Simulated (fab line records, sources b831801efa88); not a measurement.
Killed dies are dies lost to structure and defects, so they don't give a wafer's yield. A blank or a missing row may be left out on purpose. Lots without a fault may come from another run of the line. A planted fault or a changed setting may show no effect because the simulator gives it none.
Chamber matching | flow gf180mcu | GF_STI_ETCH_13 on rie_diel-02: 3 sister chambers
The step etches the open film in CHF3/O2, stops on Si, target depth 282.31 nm, time 112.9 s. 6 wafers are shown with their chamber, then 7 later ones without.

WAFERS WITH THEIR CHAMBER
wafer  | chamber | oes_product_au (a.u.) | throttle_valve_pct (%)
L260.5 | 2       | 0.828                 | 8.824
L264.3 | 2       | 0.825                 | 8.809
L264.5 | 1       | 0.834                 | 8.814
L264.6 | 0       | 0.835                 | 8.800
L276.3 | 0       | 0.833                 | 8.811
L276.4 | 1       | 0.837                 | 8.802

WAFERS WITHOUT THEIR CHAMBER
wafer  | oes_product_au (a.u.) | throttle_valve_pct (%)
L276.5 | 0.833                 | 8.817
L277.1 | 0.828                 | 8.807
L277.4 | 0.835                 | 8.794
L277.5 | 0.839                 | 8.804
L280.1 | 0.822                 | 8.799
L280.2 | 0.820                 | 8.816
L280.6 | 0.827                 | 8.817

WHICH CHAMBER EACH WENT THROUGH
wafer  | from the rows above     | in truth
L276.5 | can't be placed: 0 or 1 | 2
L277.1 | can't be placed: 2 or 0 | 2
L277.4 | can't be placed: 0 or 1 | 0
L277.5 | can't be placed: 1 or 0 | 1
L280.1 | 2                       | 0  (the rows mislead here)
L280.2 | 2                       | 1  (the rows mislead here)
L280.6 | 2                       | 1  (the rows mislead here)
Placed correctly: 0 of 7. Can't be placed from these rows: 4 (the true chamber is among the candidates in 3). Placed wrongly: 3.
How it was worked out, from the rows above alone: a wafer's distance from a chamber is the root of the sum, over the readings, of the square of ((its reading less the chamber's mean) divided by the reading's scatter). The wafer belongs to the nearest chamber; if the next one is less than 2 further off, it can't be placed. A chamber's mean is the mean of its shown wafers. The scatter: the root of (the sum of the squares of (reading less its chamber's mean) over the shown wafers, divided by (wafers less chambers)).
